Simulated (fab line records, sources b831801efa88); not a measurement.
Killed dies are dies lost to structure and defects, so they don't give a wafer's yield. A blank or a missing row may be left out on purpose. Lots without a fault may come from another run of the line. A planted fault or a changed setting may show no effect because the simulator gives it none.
Tool commonality check | flow sky130 | 11 lots, 33 wafers sampled

WHY IT WAS OPENED
At SKY_LDD_N_TW_MEAS_17 the reading LDD_N_TW is flagged on 2 of 11 lots. Wafers without a fault read 2582, standard deviation 22.
Rule: a lot is flagged when every wafer of it that has a number lies more than 4 standard deviations from that mean, or none has a number. The other lots count as sound.

lot  | measured     | on            | LDD_N_TW, wafer by wafer | flag
L204 | day 18 07:32 | film_metro-01 | 2553 2546 2556           |
L205 | day 18 07:51 | film_metro-01 | 2557 2550 2564           |
L207 | day 19 13:11 | film_metro-01 | 2555 2558 2557           |
L209 | day 20 05:04 | film_metro-01 | 2551 2570 2565           |
L212 | day 21 04:20 | film_metro-01 | 2543 2552 2561           |
L215 | day 22 00:13 | film_metro-04 | 2613 2608 2598           |
L219 | day 23 19:56 | film_metro-03 | 2586 2600 2600           |
L222 | day 24 15:26 | film_metro-03 | 2456 2448 2464           | FLAGGED
L223 | day 24 22:04 | film_metro-03 | 2468 2457 2471           | FLAGGED
L224 | day 25 08:22 | film_metro-04 | 2595 2607 2606           |
L225 | day 25 18:22 | film_metro-04 | 2612 2622 2604           |
The numbers of the flagged lots are 2461 on average: -121 against the usual, or -6 standard deviations.

WHICH TOOL RAN EACH LOT
The record holds 2 process steps before the reading, out of a route of 708 steps. In each cell: the tool, then ch and the chambers that the sampled wafers went through, then the start.
lot  | flag    | SKY_LDD_N_IMPLANT_09            | SKY_LDD_N_STRIP_16
L204 |         | implanter-01 ch 0, day 18 06:23 | plasma_asher-01 ch 0,1, day 18 07:26
L205 |         | implanter-04 ch 0, day 18 06:43 | plasma_asher-01 ch 0,1, day 18 07:44
L207 |         | implanter-03 ch 0, day 19 12:05 | plasma_asher-02 ch 0,1, day 19 13:06
L209 |         | implanter-04 ch 0, day 20 03:56 | plasma_asher-04 ch 0,1, day 20 04:58
L212 |         | implanter-04 ch 0, day 21 03:13 | plasma_asher-01 ch 0,1, day 21 04:15
L215 |         | implanter-04 ch 0, day 21 23:05 | plasma_asher-04 ch 0,1, day 22 00:07
L219 |         | implanter-04 ch 0, day 23 18:47 | plasma_asher-04 ch 1, day 23 19:50
L222 | FLAGGED | implanter-04 ch 0, day 24 14:19 | plasma_asher-01 ch 0,1, day 24 15:20
L223 | FLAGGED | implanter-04 ch 0, day 24 20:58 | plasma_asher-01 ch 0,1, day 24 21:58
L224 |         | implanter-03 ch 0, day 25 07:13 | plasma_asher-01 ch 0,1, day 25 08:16
L225 |         | implanter-03 ch 0, day 25 17:13 | plasma_asher-01 ch 0,1, day 25 18:16
What these steps do:
- SKY_LDD_N_IMPLANT_09
- SKY_LDD_N_STRIP_16: strips in O2/N2.
- SKY_LDD_N_TW_MEAS_17

FLAGGED OVER TOTAL, TOOL BY TOOL (the gauges that took the reading come last)
step                 | tool            | lots run | flagged | share of the flagged lots | sound lots run after its first flagged lot
SKY_LDD_N_IMPLANT_09 | implanter-01    | 1        | 0       | none                      | -
SKY_LDD_N_IMPLANT_09 | implanter-03    | 3        | 0       | none                      | -
SKY_LDD_N_IMPLANT_09 | implanter-04    | 7        | 2       | all                       | 0
SKY_LDD_N_STRIP_16   | plasma_asher-01 | 7        | 2       | all                       | 2 (L224,L225)
SKY_LDD_N_STRIP_16   | plasma_asher-02 | 1        | 0       | none                      | -
SKY_LDD_N_STRIP_16   | plasma_asher-04 | 3        | 0       | none                      | -
SKY_LDD_N_TW_MEAS_17 | film_metro-01   | 5        | 0       | none                      | -
SKY_LDD_N_TW_MEAS_17 | film_metro-03   | 3        | 2       | all                       | 0
SKY_LDD_N_TW_MEAS_17 | film_metro-04   | 3        | 0       | none                      | -

WHAT THE TABLE ALLOWS
3 rows of the table ran every flagged lot: implanter-04 at SKY_LDD_N_IMPLANT_09, plasma_asher-01 at SKY_LDD_N_STRIP_16, film_metro-03 at SKY_LDD_N_TW_MEAS_17.
- implanter-04 at SKY_LDD_N_IMPLANT_09: 2 of its 7 lots flagged. Its last sound lot is L219 (day 23 18:47), its first flagged lot L222 (day 24 14:19): a fault that began between those two fits. Its own readings lie more than 4 standard deviations out on every wafer of the flagged lots: dose_ions_cm2, faraday_current_uA.
- plasma_asher-01 at SKY_LDD_N_STRIP_16: 2 of its 7 lots flagged. Sound lots ran on it after the first flagged one (L224, L225), which a lasting fault on the whole tool wouldn't allow. Its own readings lie more than 4 standard deviations out on every wafer of the flagged lots: strip_time_to_endpoint_s.
- film_metro-03 at SKY_LDD_N_TW_MEAS_17: 2 of its 3 lots flagged. Its last sound lot is L219 (day 23 19:56), its first flagged lot L222 (day 24 15:26): a fault that began between those two fits.
Counting lots can't tell these 2 tools apart, because each fits a fault that began at some hour. More lots, or a look at what each step does to the wafer, might.

WHAT THE SIMULATOR HAD PUT IN
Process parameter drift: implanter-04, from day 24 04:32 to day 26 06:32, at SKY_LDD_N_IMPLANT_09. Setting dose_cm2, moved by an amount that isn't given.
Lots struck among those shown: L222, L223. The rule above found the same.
